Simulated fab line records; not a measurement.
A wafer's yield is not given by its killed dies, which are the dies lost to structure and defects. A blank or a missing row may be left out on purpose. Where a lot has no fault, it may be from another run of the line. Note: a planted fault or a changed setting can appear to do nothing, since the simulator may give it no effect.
Matching of chambers | flow sky130 | 3 sister chambers for SKY_PASSIVATION_CVD_00 on pecvd-04
The step deposits SiO2, target thk 90 nm. 3 wafers are shown with their chamber, then 12 later ones without.

## WAFERS, EACH WITH ITS CHAMBER
wafer  | chamber | heater power w (W)
L081.4 | 0       | 621
L088.4 | 1       | 566
L088.5 | 2       | 807

## WAFERS WHOSE CHAMBER IS MISSING
wafer  | heater power w (W)
L089.2 | 779
L089.3 | 613
L089.6 | 705
L090.2 | 589
L090.4 | 820
L090.5 | 613
L091.4 | 658
L091.5 | 809
L091.6 | 556
L097.1 | 569
L097.3 | 721
L097.6 | 806

## THE CHAMBER EACH PASSED THROUGH
wafer  | from the rows above          | in truth
L089.2 | 2                            | 2
L089.3 | can't be placed: 0 or 1      | 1
L089.6 | can't be placed: 0 or 2 or 1 | 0
L090.2 | can't be placed: 1 or 0      | 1
L090.4 | 2                            | 2
L090.5 | can't be placed: 0 or 1      | 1
L091.4 | can't be placed: 0 or 1      | 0
L091.5 | 2                            | 2
L091.6 | can't be placed: 1 or 0      | 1
L097.1 | can't be placed: 1 or 0      | 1
L097.3 | can't be placed: 2 or 0 or 1 | 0
L097.6 | 2                            | 2
4 of 12 placed correctly. Unplaceable from these rows: 8, with the true chamber sitting among the candidates in 8. Placed wrongly: 0.
How it was worked out, from the rows above alone: a wafer's distance from a chamber is the root of the sum, over the readings, of the square of ((its reading less the chamber's mean) divided by the reading's scatter). If the next closest chamber is less than 2 further off than the closest, the wafer can't be placed; otherwise it belongs to the closest. Each chamber's mean is taken over the wafers shown for it. The scatter (one wafer shown for each chamber): square how far every hidden wafer sits from the nearest shown wafer, average those squares and take the square root.
